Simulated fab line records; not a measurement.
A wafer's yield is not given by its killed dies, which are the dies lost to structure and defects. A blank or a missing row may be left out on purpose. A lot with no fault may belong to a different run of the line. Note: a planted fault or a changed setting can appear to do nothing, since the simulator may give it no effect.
Which tool did it? + flow gf180mcu + 6 lots with 18 wafers sampled at 2 steps, on a route of 602 steps

WHAT EACH GAUGE READ, for each wafer
GF_NWELL_OVL_MEAS_07.
| lot  | measured    | on         | NWELL_OVL (nm) |
|------|-------------|------------|----------------|
| L607 | day 4 01:31 | overlay-02 | 0.0 -0.4 -0.7  |
| L609 | day 4 10:28 | overlay-02 | -0.8 0.0 2.0   |
| L613 | day 5 08:55 | overlay-01 | -1.9 -1.3 -0.9 |
| L617 | day 6 06:58 | overlay-02 | -1.0 -2.1 -1.7 |
| L620 | day 6 22:31 | overlay-01 | -1.2 -1.9 0.4  |
| L622 | day 7 10:31 | overlay-02 | 94.0 94.1 94.4 |

WHAT TOOL EACH LOT RAN ON (gives the tool, then ch and the chambers of the sampled wafers, and finally the start)
| lot  | GF_NWELL_EXPOSE_04                |
|------|-----------------------------------|
| L607 | ilineStepper-02 ch 0, day 3 19:40 |
| L609 | ilineStepper-01 ch 0, day 4 03:47 |
| L613 | ilineStepper-01 ch 0, day 5 01:48 |
| L617 | ilineStepper-02 ch 0, day 5 23:31 |
| L620 | ilineStepper-01 ch 0, day 6 14:54 |
| L622 | ilineStepper-02 ch 0, day 7 03:00 |
- GF_NWELL_EXPOSE_04: exposes mask Nwell, target cd 860 nm.

THE ANSWER, worked out from the rows above alone
Rule: usual is defined by the lots themselves. The widest of any qualifying gaps counts: lots, ordered by their means at a reading, are off when they make up no more than a third of the lots, leave a main group of 4 or more, and stand apart from it by 3 or more times the standard deviation of that group's means. A main group is skipped when, at the precision printed for the reading in the tables above, its means are all equal. A lot without any number at a reading at which 4 lots or more have one is off too. All remaining lots with rows at the step are treated as sound.
Off: L622, at GF_NWELL_OVL_MEAS_07 (NWELL_OVL). Mean -0.8 nm and standard deviation 0.72 in the main group.
If a tool, at a process step before that reading, ran all the lots that are off and no sound lot after the first of them, it fits. Gauges at GF_NWELL_OVL_MEAS_07: tried the same way as those tools. This does not decide it: 2 tools fit, namely ilineStepper-02 at GF_NWELL_EXPOSE_04 and overlay-02 at GF_NWELL_OVL_MEAS_07.

WHAT THE SIMULATOR PUT IN
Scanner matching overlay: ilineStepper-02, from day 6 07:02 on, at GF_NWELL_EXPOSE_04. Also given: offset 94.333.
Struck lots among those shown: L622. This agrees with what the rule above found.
